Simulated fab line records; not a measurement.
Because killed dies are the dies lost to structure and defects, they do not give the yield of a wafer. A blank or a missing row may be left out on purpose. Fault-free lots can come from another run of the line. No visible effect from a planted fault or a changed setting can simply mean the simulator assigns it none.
Which tool was responsible?	flow sky130	18 wafers from 6 lots sampled at 2 of the route's 708 steps

## WHAT EACH GAUGE READ, for each wafer
SKY_POLY_CUT_CD_MEAS_08: target cd 270 nm.
lot	measured	on	cd_nm (nm)
L432	day 24 14:49	cd_sem-01	269.4 270.0 269.5
L435	day 25 19:56	cd_sem-01	270.3 269.8 270.5
L436	day 26 16:46	cd_sem-02	269.7 270.6 270.1
L440	day 28 00:34	cd_sem-01	269.8 269.5 269.9
L447	day 30 06:48	cd_sem-01	269.2 266.3 268.2
L454	day 31 22:15	cd_sem-02	271.4 271.1 272.6

## WHICH TOOL RAN EACH LOT (tool, then ch and the chambers of the sampled wafers, then the start)
lot	SKY_POLY_GATE_ETCH_16
L432	rie_diel-01 ch 0,1,3, day 16 19:38
L435	rie_diel-03 ch 1,3, day 18 01:13
L436	rie_diel-01 ch 0,1,2, day 18 19:19
L440	rie_diel-01 ch 2,3, day 20 06:36
L447	rie_diel-03 ch 0,3, day 22 17:50
L454	rie_diel-02 ch 1,2, day 24 16:20
- SKY_POLY_GATE_ETCH_16: etches Si3N4 in CH3F/O2, stops on poly-Si, time 147.5 s, target depth 75 nm.

## THE ANSWER, worked out from the rows above alone
Rule: usual is defined by the lots themselves. The widest of any qualifying gaps counts: lots, ordered by their means at a reading, are off when they make up no more than a third of the lots, leave a main group of 4 or more, and stand apart from it by 3 or more times the standard deviation of that group's means. If all means in a main group match to the digits the tables above print for the reading, that group is not used. A lot without any number at a reading at which 4 lots or more have one is off too. All remaining lots with rows at the step are treated as sound.
Nothing can be told from this: no lot is off at any reading shown.

## WHAT WAS PUT IN BY THE SIMULATOR
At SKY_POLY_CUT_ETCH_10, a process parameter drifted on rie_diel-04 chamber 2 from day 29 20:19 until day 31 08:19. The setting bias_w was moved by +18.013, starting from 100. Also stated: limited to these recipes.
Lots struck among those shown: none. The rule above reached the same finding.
